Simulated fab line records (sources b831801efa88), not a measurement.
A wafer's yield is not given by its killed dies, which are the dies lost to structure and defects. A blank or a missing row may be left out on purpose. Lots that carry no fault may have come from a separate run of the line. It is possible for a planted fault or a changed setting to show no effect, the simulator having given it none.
Which tool was responsible? :: flow gf180mcu :: 14 lots with 42 wafers sampled at 5 steps, on a route of 602 steps

## WHAT THE GAUGES READ, wafer by wafer
GF_LVPWELL_TW_MEAS_11.
lot: L688
measured: day 3 21:08
on: film_metro-04
LVPWELL_TW: 563 564 566

lot: L689
measured: day 4 02:38
on: film_metro-03
LVPWELL_TW: 561 563 560

lot: L690
measured: day 4 07:43
on: film_metro-02
LVPWELL_TW: 555 554 555

lot: L693
measured: day 5 00:34
on: film_metro-03
LVPWELL_TW: 562 562 563

lot: L694
measured: day 5 06:38
on: film_metro-04
LVPWELL_TW: 566 567 565

lot: L695
measured: day 5 11:34
on: film_metro-02
LVPWELL_TW: 556 556 558

lot: L696
measured: day 5 17:53
on: film_metro-02
LVPWELL_TW: 555 553 557

lot: L697
measured: day 5 23:01
on: film_metro-03
LVPWELL_TW: 562 559 563

lot: L699
measured: day 6 10:32
on: film_metro-04
LVPWELL_TW: 567 563 569

lot: L701
measured: day 7 03:56
on: film_metro-03
LVPWELL_TW: 562 560 564

lot: L704
measured: day 7 14:13
on: film_metro-04
LVPWELL_TW: 564 561 564

lot: L705
measured: day 7 20:37
on: film_metro-02
LVPWELL_TW: 552 556 555

lot: L707
measured: day 8 07:15
on: film_metro-04
LVPWELL_TW: 564 564 563

lot: L708
measured: day 8 13:49
on: film_metro-04
LVPWELL_TW: 566 565 566

GF_MVSD_OVL_MEAS_07.
lot: L688
measured: day 4 10:13
on: overlay-01
MVSD_OVL (nm): -0.5 1.3 1.6

lot: L689
measured: day 4 16:25
on: overlay-01
MVSD_OVL (nm): 0.1 0.4 -0.8

lot: L690
measured: day 4 21:25
on: overlay-02
MVSD_OVL (nm): -0.9 -1.4 -1.0

lot: L693
measured: day 5 14:39
on: overlay-02
MVSD_OVL (nm): 1.9 -0.7 1.0

lot: L694
measured: day 5 20:53
on: overlay-02
MVSD_OVL (nm): 0.3 -0.5 -1.4

lot: L695
measured: day 6 01:04
on: overlay-02
MVSD_OVL (nm): 1.2 -1.0 -0.8

lot: L696
measured: day 6 08:13
on: overlay-02
MVSD_OVL (nm): 2.3 1.5 1.5

lot: L697
measured: day 6 13:22
on: overlay-02
MVSD_OVL (nm): 0.9 0.0 -0.3

lot: L699
measured: day 7 01:45
on: overlay-01
MVSD_OVL (nm): 1.1 1.2 1.1

lot: L701
measured: day 7 19:22
on: overlay-02
MVSD_OVL (nm): 1.0 1.2 -0.8

lot: L704
measured: day 8 06:20
on: overlay-02
MVSD_OVL (nm): - - -

lot: L705
measured: day 8 12:34
on: overlay-01
MVSD_OVL (nm): - - -

lot: L707
measured: day 8 23:20
on: overlay-02
MVSD_OVL (nm): -0.4 0.4 -0.2

lot: L708
measured: day 9 05:51
on: overlay-02
MVSD_OVL (nm): 2.2 3.1 1.7

GF_MVPSD_TW_MEAS_11.
lot: L688
measured: day 5 01:33
on: film_metro-02
MVPSD_TW: 550 550 550

lot: L689
measured: day 5 07:38
on: film_metro-03
MVPSD_TW: 554 554 553

lot: L690
measured: day 5 12:31
on: film_metro-04
MVPSD_TW: 561 558 558

lot: L693
measured: day 6 04:19
on: film_metro-04
MVPSD_TW: 561 564 561

lot: L694
measured: day 6 11:28
on: film_metro-02
MVPSD_TW: 551 549 550

lot: L695
measured: day 6 16:41
on: film_metro-04
MVPSD_TW: 563 561 561

lot: L696
measured: day 6 23:30
on: film_metro-03
MVPSD_TW: 558 559 560

lot: L697
measured: day 7 05:16
on: film_metro-03
MVPSD_TW: 557 555 557

lot: L699
measured: day 7 18:34
on: film_metro-02
MVPSD_TW: 549 549 547

lot: L701
measured: day 8 11:52
on: film_metro-02
MVPSD_TW: 551 557 551

lot: L704
measured: day 8 23:20
on: film_metro-02
MVPSD_TW: 555 554 552

lot: L705
measured: day 9 05:56
on: film_metro-02
MVPSD_TW: 546 548 546

lot: L707
measured: day 9 17:28
on: film_metro-04
MVPSD_TW: 560 559 557

lot: L708
measured: day 9 23:57
on: film_metro-02
MVPSD_TW: 550 548 551

GF_VT_IMPLANT_OVL_MEAS_29.
lot: L688
measured: day 6 20:41
on: overlay-02
VT_IMPLANT_02_OVL (nm): 2.9 4.1 2.4

lot: L689
measured: day 7 02:34
on: overlay-01
VT_IMPLANT_02_OVL (nm): 1.8 1.3 -0.3

lot: L690
measured: day 7 08:38
on: overlay-01
VT_IMPLANT_02_OVL (nm): 0.7 1.1 -0.6

lot: L693
measured: day 8 03:33
on: overlay-01
VT_IMPLANT_02_OVL (nm): 1.6 -0.7 1.3

lot: L694
measured: day 8 11:08
on: overlay-02
VT_IMPLANT_02_OVL (nm): -3.8 -3.7 -4.2

lot: L695
measured: day 8 15:44
on: overlay-02
VT_IMPLANT_02_OVL (nm): 1.1 1.0 0.8

lot: L696
measured: day 8 22:59
on: overlay-01
VT_IMPLANT_02_OVL (nm): 1.0 1.3 1.1

lot: L697
measured: day 9 06:03
on: overlay-01
VT_IMPLANT_02_OVL (nm): 2.0 0.9 0.9

lot: L699
measured: day 9 19:50
on: overlay-02
VT_IMPLANT_02_OVL (nm): 3.8 2.5 4.1

lot: L701
measured: day 10 15:13
on: overlay-02
VT_IMPLANT_02_OVL (nm): -1.3 -0.1 -0.9

lot: L704
measured: day 11 04:18
on: overlay-02
VT_IMPLANT_02_OVL (nm): -0.6 0.6 0.7

lot: L705
measured: day 11 11:38
on: overlay-01
VT_IMPLANT_02_OVL (nm): 1.3 0.1 0.0

lot: L707
measured: day 11 23:52
on: overlay-01
VT_IMPLANT_02_OVL (nm): -0.6 2.0 -0.2

lot: L708
measured: day 12 08:08
on: overlay-01
VT_IMPLANT_02_OVL (nm): 3.4 1.4 1.1

## WHICH TOOL RAN EACH LOT (tool, then ch and the chambers of the sampled wafers, then the start)
lot: L688
GF_MVSD_DEVELOP_06: litho_track-04 ch 0, day 4 10:00

lot: L689
GF_MVSD_DEVELOP_06: litho_track-02 ch 0, day 4 16:00

lot: L690
GF_MVSD_DEVELOP_06: litho_track-02 ch 0, day 4 21:00

lot: L693
GF_MVSD_DEVELOP_06: litho_track-03 ch 0, day 5 14:00

lot: L694
GF_MVSD_DEVELOP_06: litho_track-03 ch 0, day 5 20:00

lot: L695
GF_MVSD_DEVELOP_06: litho_track-02 ch 0, day 6 00:00

lot: L696
GF_MVSD_DEVELOP_06: litho_track-04 ch 0, day 6 08:00

lot: L697
GF_MVSD_DEVELOP_06: litho_track-02 ch 0, day 6 13:00

lot: L699
GF_MVSD_DEVELOP_06: litho_track-03 ch 0, day 7 01:00

lot: L701
GF_MVSD_DEVELOP_06: litho_track-02 ch 0, day 7 19:00

lot: L704
GF_MVSD_DEVELOP_06: litho_track-04 ch 0, day 8 06:00

lot: L705
GF_MVSD_DEVELOP_06: litho_track-04 ch 0, day 8 12:00

lot: L707
GF_MVSD_DEVELOP_06: litho_track-03 ch 0, day 8 23:00

lot: L708
GF_MVSD_DEVELOP_06: litho_track-02 ch 0, day 9 05:00
- GF_MVSD_DEVELOP_06: develop time 60 s.

## AS READ BY THE TOOLS THEMSELVES (means over the sampled wafers that have a number; for cases with no such wafer, the mark the record gives instead)
The record holds no such reading with a usual standard deviation.

## THE ANSWER, worked out from the rows above alone
Rule: what is usual is taken from the lots themselves. Put in order of their means at a reading, lots are off if they are a third of the lots or fewer, leave a main group of 4 or more, and stand apart from it by a gap of 3 or more times the standard deviation of the main group's means; of several such gaps the widest counts. The tables above print the reading to a certain number of digits; a main group whose means all agree to those digits is not used. A lot without any number at a reading at which 4 lots or more have one is off too. Any other lot the step has rows for is counted as sound. First the gauges in route order, then the tools' own readings, where a lot's mean is used as printed above. The first step at which some lot is off is used, and at that step the reading that is off furthest; a lot without a number counts as furthest.
Off: L704, L705, at GF_MVSD_OVL_MEAS_07 (MVSD_OVL). Without a number there: L704, L705. The main group: mean 0.5 nm, standard deviation 0.93.
A tool fits if, at a process step before that reading, it ran every lot that is off, and no sound lot after the first of them. Gauges at GF_MVSD_OVL_MEAS_07: tried the same way as those tools. One candidate fits, namely litho_track-04 at GF_MVSD_DEVELOP_06. A fault onset in the window from L696 (day 6 08:00, its last sound lot) to L704 (day 8 06:00, its first lot off) fits.

## WHAT WAS PUT IN BY THE SIMULATOR
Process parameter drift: litho_track-04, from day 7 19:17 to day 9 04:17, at GF_MVSD_DEVELOP_06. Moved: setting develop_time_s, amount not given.
Shown lots that were struck: L704, L705. Same finding as the rule above.
